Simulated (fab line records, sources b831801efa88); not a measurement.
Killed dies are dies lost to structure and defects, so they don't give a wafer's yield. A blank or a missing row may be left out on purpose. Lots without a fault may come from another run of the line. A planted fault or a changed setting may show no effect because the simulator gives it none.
One fault seen from 2 desks | flow gf180mcu | each desk has only its own numbers; what lay behind them comes last

THE TOOL OWNER'S DESK: implanter-02
The tool's own readings at GF_HV_LDD_IMPLANT_48: means of the sampled wafers that have a number, for each lot that ran on this tool. A lot is out of limits, marked OUT, if its mean lies more than 4 standard deviations from the usual mean; the brackets give that distance.
Columns: A = beam_on_s at GF_HV_LDD_IMPLANT_48, usual 10.02 s; B = dose_ions_cm2 at GF_HV_LDD_IMPLANT_48, usual 3e+13; C = faraday_current_uA at GF_HV_LDD_IMPLANT_48, usual 169
lot  | first seen here | A     | B                       | C
L196 | day 12 21:34    | 10.14 | 3e+13                   | 167
L200 | day 14 08:29    | 10.03 | 3e+13                   | 169
L201 | day 14 15:13    | 9.99  | 3e+13                   | 170
L209 | day 17 14:28    | 10.49 | 1e+14 (+99 or more) OUT | 599 (+99 or more) OUT
L211 | day 18 08:26    | 10.49 | 1e+14 (+99 or more) OUT | 602 (+99 or more) OUT
This desk's finding: out of limits on L209, L211; first on L209, day 17 14:28 (dose_ions_cm2 at GF_HV_LDD_IMPLANT_48). In limits: L196, L200, L201.

THE METROLOGY DESK
What the gauges read, lot by lot, whatever tool the lot ran on: means of the sampled wafers that have a number. A lot is out of limits, marked OUT, if its mean lies more than 4 standard deviations from the usual mean; the brackets give that distance.
Columns: A = VT_IMPLANT_3_TW at GF_VT_IMPLANT_TW_MEAS_32, usual 267.0; B = HV_LDD_4_TW at GF_HV_LDD_TW_MEAS_50, usual 571; C = NSD_OVL at GF_NSD_OVL_MEAS_08, usual -0.9 nm
lot  | first seen here | A     | B             | C
L195 | day 7 01:21     | 264.9 | 572           | -2.0
L196 | day 7 08:12     | 266.0 | 572           | -0.2
L197 | day 7 17:01     | 267.2 | 575           | 0.6
L198 | day 7 21:28     | 267.4 | 570           | -0.8
L200 | day 8 11:09     | 264.9 | 571           | -2.4
L201 | day 8 16:55     | 269.8 | 571           | -1.2
L204 | day 9 14:13     | 266.4 | 575           | -1.7
L207 | day 10 07:36    | 266.9 | 569           | -0.6
L209 | day 11 02:11    | 265.3 | 864 (+86) OUT | -
L211 | day 11 14:58    | 269.7 | 866 (+87) OUT | -
L214 | day 12 05:37    | 270.2 | 566           | -2.0
L215 | day 12 14:10    | 265.1 | 577           | -0.3
L216 | day 12 20:43    | 265.0 | 566           | -2.0
L217 | day 13 04:55    | 264.9 | 574           | -1.6
This desk's finding: out of limits on L209, L211; first on L209, day 17 14:41 (HV_LDD_4_TW at GF_HV_LDD_TW_MEAS_50). In limits: L195, L196, L197, L198, L200, L201, L204, L207, L214, L215, L216, L217.

PUT TOGETHER
The tool owner's desk could have raised an alarm at day 17 14:28, on L209, L211.
The metrology desk could have raised an alarm at day 17 14:41, on L209, L211.
Of the lots named, all ran GF_HV_LDD_IMPLANT_48 on implanter-02.

WHAT THE SIMULATOR HAD PUT IN
Process parameter drift: implanter-02, from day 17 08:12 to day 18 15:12, at GF_HV_LDD_IMPLANT_48. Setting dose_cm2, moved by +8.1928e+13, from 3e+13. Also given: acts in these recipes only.
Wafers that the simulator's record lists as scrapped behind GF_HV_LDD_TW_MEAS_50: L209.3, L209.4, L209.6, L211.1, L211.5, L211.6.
Lots struck among those shown: L209, L211.
Hours from the fault's start to each desk's first reading out of limits: the tool owner's desk, 6; the metrology desk, 6.
